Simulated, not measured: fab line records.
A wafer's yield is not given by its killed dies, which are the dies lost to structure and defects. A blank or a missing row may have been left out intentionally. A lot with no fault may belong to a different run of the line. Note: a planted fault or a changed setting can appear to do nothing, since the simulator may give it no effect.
Which tool did it? / flow sky130 / 21 wafers from 7 lots sampled at 3 of the route's 708 steps

## WHAT EACH GAUGE READ, for each wafer
SKY_POLY_GATE_THK_MEAS_01.
lot=L839; measured=day 14 22:28; on=filmMetro-02; POLY_GATE_CVD_00_THK (nm)=179.6 180.4 180.9
lot=L844; measured=day 17 01:48; on=filmMetro-02; POLY_GATE_CVD_00_THK (nm)=178.2 180.0 179.8
lot=L847; measured=day 17 04:42; on=filmMetro-04; POLY_GATE_CVD_00_THK (nm)=178.8 177.7 179.3
lot=L848; measured=day 17 14:41; on=filmMetro-04; POLY_GATE_CVD_00_THK (nm)=181.4 180.7 181.1
lot=L851; measured=day 18 02:01; on=filmMetro-03; POLY_GATE_CVD_00_THK (nm)=179.8 180.1 179.3
lot=L853; measured=day 18 22:57; on=filmMetro-04; POLY_GATE_CVD_00_THK (nm)=179.0 179.9 178.5
lot=L856; measured=day 20 02:44; on=filmMetro-04; POLY_GATE_CVD_00_THK (nm)=193.9 192.5 193.1 193.8 192.5 192.9

## WHICH TOOL RAN EACH LOT (tool, then ch and the chambers of the sampled wafers, then the start)
lot=L839; SKY_GATE_OXIDE_STRIP_13=plasmaAsher-02 ch 0,1, day 14 17:35; SKY_POLY_GATE_CVD_00=lpcvd-01 ch 1, day 14 21:15
lot=L844; SKY_GATE_OXIDE_STRIP_13=plasmaAsher-01 ch 0,1, day 16 21:54; SKY_POLY_GATE_CVD_00=lpcvd-01 ch 0, day 17 00:34
lot=L847; SKY_GATE_OXIDE_STRIP_13=plasmaAsher-01 ch 0,1, day 17 00:23; SKY_POLY_GATE_CVD_00=lpcvd-01 ch 1, day 17 03:30
lot=L848; SKY_GATE_OXIDE_STRIP_13=plasmaAsher-01 ch 0,1, day 17 06:29; SKY_POLY_GATE_CVD_00=lpcvd-01 ch 0, day 17 13:28
lot=L851; SKY_GATE_OXIDE_STRIP_13=plasmaAsher-02 ch 0,1, day 17 20:38; SKY_POLY_GATE_CVD_00=lpcvd-01 ch 1, day 18 00:47
lot=L853; SKY_GATE_OXIDE_STRIP_13=plasmaAsher-01 ch 0, day 18 19:59; SKY_POLY_GATE_CVD_00=lpcvd-01 ch 1, day 18 21:44
lot=L856; SKY_GATE_OXIDE_STRIP_13=plasmaAsher-04 ch 0,1, day 19 23:15; SKY_POLY_GATE_CVD_00=lpcvd-01 ch 0, day 20 01:32
- SKY_GATE_OXIDE_STRIP_13: strips in O2/N2.
- SKY_POLY_GATE_CVD_00: deposits poly-Si, target thk 180 nm, time 720 s.

## THE ANSWER, worked out from the rows above alone
Rule: usual is defined by the lots themselves. The widest of any qualifying gaps counts: lots, ordered by their means at a reading, are off when they make up no more than a third of the lots, leave a main group of 4 or more, and stand apart from it by 3 or more times the standard deviation of that group's means. Not used: any main group whose means are identical at the precision the tables above print for the reading. A lot without any number at a reading at which 4 lots or more have one is off too. All remaining lots with rows at the step are treated as sound.
Off: L856, at SKY_POLY_GATE_THK_MEAS_01 (POLY_GATE_CVD_00_THK). Mean 179.7 nm and standard deviation 0.81 in the main group.
If a tool, at a process step before that reading, ran all the lots that are off and no sound lot after the first of them, it fits. Those tools and the gauges at SKY_POLY_GATE_THK_MEAS_01 are tried in the same way. Can't be told from this: 3 tools fit, plasmaAsher-04 at SKY_GATE_OXIDE_STRIP_13, lpcvd-01 at SKY_POLY_GATE_CVD_00, filmMetro-04 at SKY_POLY_GATE_THK_MEAS_01.

## WHAT THE SIMULATOR HAD INSERTED
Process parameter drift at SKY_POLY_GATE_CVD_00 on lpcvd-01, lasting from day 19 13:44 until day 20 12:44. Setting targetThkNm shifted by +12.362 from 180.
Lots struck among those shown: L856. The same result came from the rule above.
